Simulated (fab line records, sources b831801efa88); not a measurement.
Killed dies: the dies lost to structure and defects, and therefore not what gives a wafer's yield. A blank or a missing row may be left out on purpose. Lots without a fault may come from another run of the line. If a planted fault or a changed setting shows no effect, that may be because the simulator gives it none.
Matching of chambers ; flow sky130 ; cmp-01 running SKY_VIA3_CMP_02: 4 sister chambers
The step polishes SiO2. 14 wafers are shown with their chamber, then 7 later ones without.

== EACH WAFER AND ITS CHAMBER ==
wafer;chamber;motor_current_A (A)
L409.3;1;12.4
L409.4;3;13.5
L409.6;0;10.8
L410.4;0;10.8
L410.5;2;9.4
L410.6;3;13.7
L411.1;1;12.6
L411.3;3;14.1
L411.4;0;10.6
L414.1;1;12.2
L414.2;3;14.4
L414.5;1;12.7
L416.1;3;13.5
L416.3;1;12.3

SIGNATURES, as means of the wafers listed above
reading;chamber 0;chamber 1;chamber 2;chamber 3;scatter within a chamber
motor_current_A;10.733;12.440;9.400;13.840;0.288
Rule: a wafer's distance from a chamber is the root of the sum, over the readings, of the square of ((its reading less the chamber's mean) divided by the reading's scatter). The wafer belongs to the nearest chamber; if the next one is less than 2 further off, it can't be placed. The scatter: the root of (the sum of the squares of (reading less its chamber's mean) over the shown wafers, divided by (wafers less chambers)).

== WAFERS MISSING THEIR CHAMBER ==
wafer;motor_current_A (A)
L416.5;10.9
L424.2;13.3
L424.4;10.7
L424.5;11.8
L428.2;10.6
L428.3;10.7
L428.6;12.6

== CHAMBER TAKEN BY EACH ==
wafer;from the rows above;in truth
L416.5;0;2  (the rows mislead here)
L424.2;can't be placed: 3 or 1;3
L424.4;0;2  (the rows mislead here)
L424.5;can't be placed: 1 or 0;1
L428.2;0;0
L428.3;0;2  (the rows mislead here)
L428.6;1;1
Correctly placed: 2 of 7. Can't be placed from these rows: 2 (the true chamber is among the candidates in 2). Number placed wrongly: 3.
